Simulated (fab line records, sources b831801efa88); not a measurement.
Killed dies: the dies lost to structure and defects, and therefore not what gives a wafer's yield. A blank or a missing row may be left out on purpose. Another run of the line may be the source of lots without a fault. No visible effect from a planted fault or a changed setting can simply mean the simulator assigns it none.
8D (eight disciplines) problem report, filled in by code | flow gf180mcu | the parts of the form that need people (team, actions taken, sign-off) are left out

== 1. WHAT WENT WRONG ==
Mean NSD_RS at GF_PSD_RS_MEAS_14: 40.96 ohm/sq over 6 wafers in 2 lots; fault-free wafers: 46.12 ohm/sq, standard deviation 0.082. Measured from the usual mean, that is -63 standard deviations.
The step: measures by four-point-probe.
Seen first at day 20 23:31 on film-metro-01, wafer L574.1. The record holds 39 wafers of 13 lots with a number at this step. Rule for "out" (also "out of limits"): further than 4 standard deviations from the usual mean. The other wafers with a number count as sound.

== 2. WHAT IT IS; WHAT IT IS NOT ==
question                    | is                           | is not
which readings at this step | NSD_RS                       | -
which lots                  | L574, L575                   | L555, L556, L557, L559, L563, L564, L565, L566, L567, L568, L569
which wafers of those lots  | all that have a number       | -
read on which gauges        | film-metro-01, film-metro-02 | film-metro-04
when                        | from day 20 23:31            | up to then (33 sound wafers)

== 3. WHAT RULES OUT EACH SUSPECT ==
Counting: a tool stays on the suspect list if, at a process step up to the reading, it processed all lots that are out and no sound lot following the first of them.
- ruled out: the gauge at GF_PSD_RS_MEAS_14. The wafers that are out were read on 2 gauges (film-metro-01, film-metro-02).
- rtp-anneal-02 at GF_PSD_RTA_13 (time 20 s): kept. It ran every lot that is out, first L574 (day 20 23:25), and no sound lot after that; its last sound lot up to then is L569 (day 19 04:22). Its own run-length-s readings are out on those wafers.
The count leaves rtp-anneal-02 at GF_PSD_RTA_13.

== 4. THE CAUSE (what the simulator had put in) ==
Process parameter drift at GF_PSD_RTA_13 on rtp-anneal-02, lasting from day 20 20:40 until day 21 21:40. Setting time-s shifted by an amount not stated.
Counting left only this tool.

== 5. THE CHAIN OF EFFECTS, in route order ==
One row per reading whose mean, taken over the struck wafers that have a number, lies over 3 standard deviations from the usual. Scope: only readings with a usual standard deviation given in the record; hours: median across lots of the time from each lot's start at the first step in this table that gives one to its start at this step; sigmas: change in usual standard deviations.
hours | step              | reading      | usual         | on struck wafers | change | sigmas
0     | GF_PSD_RTA_13     | run-length-s | 48.3 s        | 79.0             | +30.7  | +90
0     | GF_PSD_RS_MEAS_14 | NSD_RS       | 46.12 ohm/sq  | 40.96            | -5.16  | -63
0     | GF_PSD_RS_MEAS_15 | PSD_RS       | 108.55 ohm/sq | 99.42            | -9.13  | -33
The process steps in it:
- GF_PSD_RTA_13: time 20 s.

== 6. WHAT WOULD HAVE CAUGHT IT SOONER ==
In this record the first reading out of limits at a measuring or inspecting step was taken at day 20 23:31, 3 hours after the fault began at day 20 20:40.
The tool's own readings at GF_PSD_RTA_13 were out on every struck wafer that the step has a row for (run-length-s): an alarm limit on them would have fired on the first of those.
Of the lots that are out (2), L575 began GF_PSD_RTA_13 on rtp-anneal-02 after day 20 23:31. It would have been spared by a hold on the tool at that moment.
